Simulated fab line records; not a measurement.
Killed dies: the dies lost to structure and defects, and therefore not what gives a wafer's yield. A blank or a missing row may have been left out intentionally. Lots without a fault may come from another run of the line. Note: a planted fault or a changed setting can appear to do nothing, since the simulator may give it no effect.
A struck lot beside a sound one || flow gf180mcu || 18 steps out of a route of 602
Sound: the wafers L727.1, L727.4, L727.6. Struck: wafer L734.6. (L734.3, L734.4 of the same lot were not struck and are left out.) The cause comes at the end.
Each step with rows lists, per side, the tool, then ch with its chambers, then its first start. Under that, the readings that differ: sound wafers || struck wafers || difference of the means || sigmas: that difference in standard deviations of wafers without a fault.
alike: same words and numbers on both sides, and readings whose means sit less than 2 such deviations apart. not compared: any withheld reading, any reading some wafer has no value for, any bound like >300 that may hide the same value, and any number with overlapping values for which the record gives no deviation.
A row with sigmas, a row that says differs or no value, or rows on one side alone: a step with any of these is where the two part. When numbers do not overlap yet have no deviation, they are printed without sigmas and do not part them. Lack of a reading on every wafer of one side parts them only where that side has two or more wafers.

first, 3 steps without rows for these wafers: GF_V1_EXPOSE_11 (exposes mask Via1, target cd 260 nm); GF_V1_PEB_12 (peb time 90 s); GF_V1_DEVELOP_13 (develop time 60 s).
GF_V1_CD_MEAS_14 targets a cd of 260 nm.
  sound on cd_sem-02 at day 21 22:23; struck on cd_sem-02 at day 23 01:07
  alike: cd_nm
GF_V1_OVL_MEAS_15:
  sound on overlay-01 at day 21 22:30; struck on overlay-02 at day 23 01:13
  alike: V1_OVL
GF_V1_ETCH_16: etches BARC in N2/H2.
  sound on rie_diel-02 ch 1,3, day 21 22:32; struck on rie_diel-04 ch 3, day 23 01:14
  alike: drypump_motor_current_A, oes_product_au, throttle_valve_pct
then, 1 step without rows for these wafers: GF_V1_ETCH_17 (etches SiO2 in C4F8/O2/Ar, stops on TiN, target depth 630 nm).
GF_V1_STRIP_18: strips in O2/N2.
  sound on plasma_asher-04 ch 0,1, day 21 22:40; struck on plasma_asher-02 ch 0, day 23 01:24
  alike: drypump_motor_current_A, heater_power_w, oes_product_au
  not compared: rf_hours_counter_h
then, 2 steps without rows for these wafers: GF_V1_STRIP_19 (strips in post etch residue remover, time 1200 s); GF_V1_CLEAN_20 (cleans in DIW).
GF_V1_SPUTTER_21: material Ti, target thk 15 nm, time 80.02 s.
  sound on pvd_sputter-02 at day 21 23:12; struck on pvd_sputter-04 at day 23 01:54
  alike: throttle_valve_pct
GF_V1_SPUTTER_22: material TiN, target thk 10 nm, time 40 s.
  sound on pvd_sputter-02 at day 21 23:16; struck on pvd_sputter-04 at day 23 01:58
  alike: throttle_valve_pct
GF_V1_CVD_23: deposits W, target thk 350 nm, time 105.05 s.
  sound on cvd_w-02 ch 0,1, day 21 23:18; struck on cvd_w-02 ch 0, day 23 02:02
{"reading": "model.W_of_V1_CVD_23.thk_nm (nm)", "sound": "348.4 349.6 350.4", "struck": 225, "difference": -124, "sigmas": ""}
  alike: heater_power_w
GF_V1_RS_MEAS_24: uses a four-point probe to measure.
  sound on film_metro-03 at day 21 23:25; struck on film_metro-04 at day 23 02:09
{"reading": "V1_W_RS (ohm/sq)", "sound": "0.329 0.327 0.326", "struck": 0.512, "difference": "+0.185", "sigmas": "+42"}
GF_V1_THK_MEAS_25: measures by xrf.
  sound on film_metro-03 at day 21 23:32; struck on film_metro-04 at day 23 02:15
{"reading": "V1_W_THK (nm)", "sound": "355 357 355", "struck": 227, "difference": -129, "sigmas": -25}
GF_V1_CMP_26: polishes, stops on SiO2, t overpolish 15 s, target thk 0 nm.
  sound on cmp-01 ch 1,2,3, day 21 23:41; struck on cmp-02 ch 1, day 23 02:23
{"reading": "time_to_endpoint_s (s)", "sound": "77 78 83", "struck": 54, "difference": -25, "sigmas": -8}
  alike: motor_current_A
GF_M2_SPUTTER_00: material Ti, target thk 37.5 nm, time 150 s.
  sound on pvd_sputter-03 at day 21 23:53; struck on pvd_sputter-01 at day 23 02:35
  alike: throttle_valve_pct
-- the record jumps here: 10 days lie between the struck wafers' starts before and after (it left off in module M2 and takes up again in module PASSIVATION, whose first step shown is number 602 of the route) --
GF_PASSIVATION_PROBE_99:
  record: rows for the struck wafers here (prober-01, day 32 15:50), none for the sound ones

== WHERE THEY PART ==
Last at GF_PASSIVATION_PROBE_99 as far as this record goes, first at GF_V1_RS_MEAS_24.

WHY: what had been put in by the simulator
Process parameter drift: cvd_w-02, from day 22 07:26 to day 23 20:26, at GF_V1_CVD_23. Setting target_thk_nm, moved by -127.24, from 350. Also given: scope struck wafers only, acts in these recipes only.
